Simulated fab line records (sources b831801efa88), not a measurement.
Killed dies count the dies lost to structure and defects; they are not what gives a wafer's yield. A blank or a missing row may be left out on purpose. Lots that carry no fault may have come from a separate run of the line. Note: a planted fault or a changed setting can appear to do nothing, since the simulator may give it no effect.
Split-lot study || flow sfq-line || 5 lots, 23 wafers read, on a route of 325 steps

ON THE SPLIT
At SFQ_TRILAYER_L0_LITHO_PEB_008 (peb time 60 s), the setting peb-temp-c was moved away from the recipe's 115 C on 4 of the 23 wafers read, by +3.2%. All remaining wafers had this setting at the recipe value.

THE PATH FROM SPLIT TO READING: the file shows 1 step between them
- SFQ_TRILAYER_L0_LITHO_DEVELOP_007: time 60 s

THE READING
L0.cd-nm (the simulator's own value, which no gauge read), in nm, at SFQ_TRILAYER_L0_BARC_OPEN_METAL_ETCH_010 (etches BARC in O2, target depth 125 nm, time 41.7 s). No usual value for it is given in the file. The 19 wafers here that ran the recipe average 2001 nm, standard deviation 2 nm.

{"wafer": "L074.1", "tool, chamber at the split": "litho-track-03, 0", "peb-temp-c as run, C": 115, "against the recipe": "recipe", "L0.cd-nm, nm": 2000, "against lot-mates on the recipe": "-"}
{"wafer": "L074.4", "tool, chamber at the split": "litho-track-03, 0", "peb-temp-c as run, C": 115, "against the recipe": "recipe", "L0.cd-nm, nm": 2000, "against lot-mates on the recipe": "-"}
{"wafer": "L074.2", "tool, chamber at the split": "litho-track-03, 0", "peb-temp-c as run, C": 115, "against the recipe": "recipe", "L0.cd-nm, nm": 2002, "against lot-mates on the recipe": "-"}
{"wafer": "L074.5", "tool, chamber at the split": "litho-track-03, 0", "peb-temp-c as run, C": 115, "against the recipe": "recipe", "L0.cd-nm, nm": 2001, "against lot-mates on the recipe": "-"}
{"wafer": "L074.6", "tool, chamber at the split": "litho-track-03, 0", "peb-temp-c as run, C": 115, "against the recipe": "recipe", "L0.cd-nm, nm": 2001, "against lot-mates on the recipe": "-"}
{"wafer": "L077.4", "tool, chamber at the split": "litho-track-04, 0", "peb-temp-c as run, C": 115, "against the recipe": "recipe", "L0.cd-nm, nm": 1998, "against lot-mates on the recipe": "-"}
{"wafer": "L077.5", "tool, chamber at the split": "litho-track-04, 0", "peb-temp-c as run, C": 115, "against the recipe": "recipe", "L0.cd-nm, nm": 1996, "against lot-mates on the recipe": "-"}
{"wafer": "L077.6", "tool, chamber at the split": "litho-track-04, 0", "peb-temp-c as run, C": 115, "against the recipe": "recipe", "L0.cd-nm, nm": 1999, "against lot-mates on the recipe": "-"}
{"wafer": "L078.1", "tool, chamber at the split": "litho-track-03, 0", "peb-temp-c as run, C": 115, "against the recipe": "recipe", "L0.cd-nm, nm": 2003, "against lot-mates on the recipe": "-"}
{"wafer": "L078.5", "tool, chamber at the split": "litho-track-03, 0", "peb-temp-c as run, C": 115, "against the recipe": "recipe", "L0.cd-nm, nm": 2003, "against lot-mates on the recipe": "-"}
{"wafer": "L078.6", "tool, chamber at the split": "litho-track-03, 0", "peb-temp-c as run, C": 115, "against the recipe": "recipe", "L0.cd-nm, nm": 2003, "against lot-mates on the recipe": "-"}
{"wafer": "L078.2", "tool, chamber at the split": "litho-track-03, 0", "peb-temp-c as run, C": 115, "against the recipe": "recipe", "L0.cd-nm, nm": 2002, "against lot-mates on the recipe": "-"}
{"wafer": "L078.4", "tool, chamber at the split": "litho-track-03, 0", "peb-temp-c as run, C": 115, "against the recipe": "recipe", "L0.cd-nm, nm": 2002, "against lot-mates on the recipe": "-"}
{"wafer": "L080.1", "tool, chamber at the split": "litho-track-04, 0", "peb-temp-c as run, C": 115, "against the recipe": "recipe", "L0.cd-nm, nm": 1999, "against lot-mates on the recipe": "-"}
{"wafer": "L080.3", "tool, chamber at the split": "litho-track-04, 0", "peb-temp-c as run, C": 118.7, "against the recipe": "+3.2%", "L0.cd-nm, nm": 1940, "against lot-mates on the recipe": -60}
{"wafer": "L080.4", "tool, chamber at the split": "litho-track-04, 0", "peb-temp-c as run, C": 115, "against the recipe": "recipe", "L0.cd-nm, nm": 2000, "against lot-mates on the recipe": "-"}
{"wafer": "L080.5", "tool, chamber at the split": "litho-track-04, 0", "peb-temp-c as run, C": 115, "against the recipe": "recipe", "L0.cd-nm, nm": 2000, "against lot-mates on the recipe": "-"}
{"wafer": "L080.6", "tool, chamber at the split": "litho-track-04, 0", "peb-temp-c as run, C": 118.7, "against the recipe": "+3.2%", "L0.cd-nm, nm": 1939, "against lot-mates on the recipe": -61}
{"wafer": "L084.1", "tool, chamber at the split": "litho-track-03, 0", "peb-temp-c as run, C": 115, "against the recipe": "recipe", "L0.cd-nm, nm": 2004, "against lot-mates on the recipe": "-"}
{"wafer": "L084.2", "tool, chamber at the split": "litho-track-03, 0", "peb-temp-c as run, C": 115, "against the recipe": "recipe", "L0.cd-nm, nm": 2003, "against lot-mates on the recipe": "-"}
{"wafer": "L084.6", "tool, chamber at the split": "litho-track-03, 0", "peb-temp-c as run, C": 115, "against the recipe": "recipe", "L0.cd-nm, nm": 2003, "against lot-mates on the recipe": "-"}
{"wafer": "L084.3", "tool, chamber at the split": "litho-track-03, 0", "peb-temp-c as run, C": 118.7, "against the recipe": "+3.2%", "L0.cd-nm, nm": 1943, "against lot-mates on the recipe": -60}
{"wafer": "L084.5", "tool, chamber at the split": "litho-track-03, 0", "peb-temp-c as run, C": 118.7, "against the recipe": "+3.2%", "L0.cd-nm, nm": 1942, "against lot-mates on the recipe": -61}

THE FIT
A straight line over all 23 wafers: L0.cd-nm changes by -18.6 nm for each +1% of peb-temp-c; r = -1.00; the points scatter about the line by 2 nm.
The same after taking each lot's own level away (the mean of its wafers on the recipe; 23 wafers): -18.8 nm for each +1%; r = -1.00; scatter 0.74 nm.
On that fit, the largest move of peb-temp-c shifts the reading by 61 nm.
From 1997.7 to 2003.3 nm: that is the span of the lots' own levels, equal to 2.8 times the standard deviation above.
The two slopes agree, so the slope changes little with the lot-to-lot level.
Check: for one of the wafers moved furthest among these (+3.2%), held out of the fit, the line's prediction against its lot-mates is -60.8 nm. It came out at -59.7 nm against them.

THE OTHER SPLITS THESE WAFERS WENT THROUGH
Other splits were also applied to these wafers ahead of the reading. Each is held against what the fit with the lots' levels taken away leaves over:
{"other split on the same wafers": "SFQ_TRILAYER_L0_LITHO_COAT_005 spin-rpm", "wafers away from the commonest value": 8, "r with L0.cd-nm (lot level and that fit taken away)": -0.26}

THE FILE'S OWN FIT
L0.cd-nm changes by -18.7 nm for each +1% of peb-temp-c, r = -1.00.
